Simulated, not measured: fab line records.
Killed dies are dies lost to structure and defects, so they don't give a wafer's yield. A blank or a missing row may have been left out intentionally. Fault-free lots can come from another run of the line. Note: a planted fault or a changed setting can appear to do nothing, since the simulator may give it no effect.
Struck lot and sound lot, side by side -- flow sfqLine -- 15 out of 325 route steps
Sound: the wafers L175.1, L175.2, L175.3. Struck: wafers L179.2, L179.5 (left out: L179.3, a lot-mate that was not struck); the cause follows at the end.
Each step with rows lists, per side, the tool, then ch with its chambers, then its first start. Under that, the readings that differ: sound wafers -- struck wafers -- difference of the means -- sigmas: that difference in standard deviations of wafers without a fault.
alike: a reading whose means differ by less than 2 such deviations, as well as words and numbers matching on both sides. not compared: withheld readings; readings where some wafer has no value; bounds like >300 that might hide an equal value; numbers whose values overlap and for which the record gives no deviation.
A row with sigmas, a row that says differs or no value, or rows on one side alone: a step with any of these is where the two part. Numbers that don't overlap but have no deviation are shown without sigmas and don't part them. Lack of a reading on every wafer of one side parts them only where that side has two or more wafers.

SFQ_I5_OVL_MEAS_936:
  sound on overlay-02 at day 68 09:22; struck on overlay-02 at day 68 23:46
  alike: I5_OVL
SFQ_TRILAYER_I5_BARC_OPEN_VIA_ETCH_200: etches BARC in O2, target depth 125 nm, time 41.7 s.
  sound on rieDiel-03 ch 0,1,2, day 68 09:23; struck on rieDiel-01 ch 0, day 68 23:47
  alike: drypumpMotorCurrentA, oesProductAu
  not compared: rfHoursCounterH
SFQ_TRILAYER_I5_ETCH_VIA_ETCH_147: etches the open film in CHF3, stops on Nb, target depth 360 nm.
  sound on rieDiel-03 ch 0,1,2, day 68 09:26; struck on rieDiel-01 ch 0, day 68 23:50
  alike: drypumpMotorCurrentA, oesProductAu
SFQ_TRILAYER_I5_STRIP_STRIP_148: strips in O2.
  sound on rieMetal-02 ch 0,1, day 68 09:35; struck on rieMetal-02 ch 1, day 68 23:59
  alike: drypumpMotorCurrentA, oesProductAu, platenTempC
  not compared: rfHoursCounterH
then, 7 steps without rows for these wafers: SFQ_TRILAYER_I5_STRIP_SOLV_CLEAN_149 (cleans in NMP, time 600 s); SFQ_TRILAYER_C5_LITHO_COAT_156 (resist thk 62 nm); SFQ_TRILAYER_C5_LITHO_COAT_151 (resist thk 650 nm); SFQ_TRILAYER_C5_LITHO_SOFTBAKE_155; SFQ_TRILAYER_C5_LITHO_EXPOSE_152 (exposes mask C5, target cd 500 nm); SFQ_TRILAYER_C5_LITHO_PEB_154 (peb time 60 s); SFQ_TRILAYER_C5_LITHO_DEVELOP_153 (time 60 s).
-- the record jumps here: 4 days lie between the struck wafers' starts before and after --
SFQ_C5_OVL_MEAS_937:
  sound on overlay-02 at day 72 15:43; struck on overlay-02 at day 73 11:18
  alike: C5_OVL
SFQ_TRILAYER_C5_BARC_OPEN_VIA_ETCH_210: etches BARC in O2, target depth 125 nm, time 41.7 s.
  sound on rieDiel-01 ch 0,1,2, day 72 15:45; struck on rieDiel-01 ch 1,2, day 73 11:20
reading,sound,struck,difference,sigmas
model.KrF_of_TRILAYER_C5_LITHO_COAT_151.thkNm (nm),577 577.6 576.3,547.5 547.4,-29.5,
  alike: drypumpMotorCurrentA, oesProductAu
  not compared: rfHoursCounterH, model.SiO2_of_TRILAYER_A5C_DEP_PECVD_142.thkNm
SFQ_TRILAYER_C5_ETCH_VIA_ETCH_154: etches SiO2 in CHF3, stops on Nb, target depth 84 nm.
  sound on rieDiel-01 ch 0,1,2, day 72 15:47; struck on rieDiel-01 ch 1,2, day 73 11:22
reading,sound,struck,difference,sigmas
model.KrF_of_TRILAYER_C5_LITHO_COAT_151.thkNm (nm),562.4 563 561.5,532.8 532.8,-29.5,
  alike: drypumpMotorCurrentA, oesProductAu
SFQ_TRILAYER_C5_STRIP_STRIP_155: strips in O2.
  sound on rieMetal-03 ch 0,1, day 72 15:50; struck on rieMetal-02 ch 0, day 73 11:25
  alike: drypumpMotorCurrentA, oesProductAu, platenTempC
  not compared: rfHoursCounterH

## WHERE THEY PART
Nowhere in this record.

WHY: the cause the simulator had injected
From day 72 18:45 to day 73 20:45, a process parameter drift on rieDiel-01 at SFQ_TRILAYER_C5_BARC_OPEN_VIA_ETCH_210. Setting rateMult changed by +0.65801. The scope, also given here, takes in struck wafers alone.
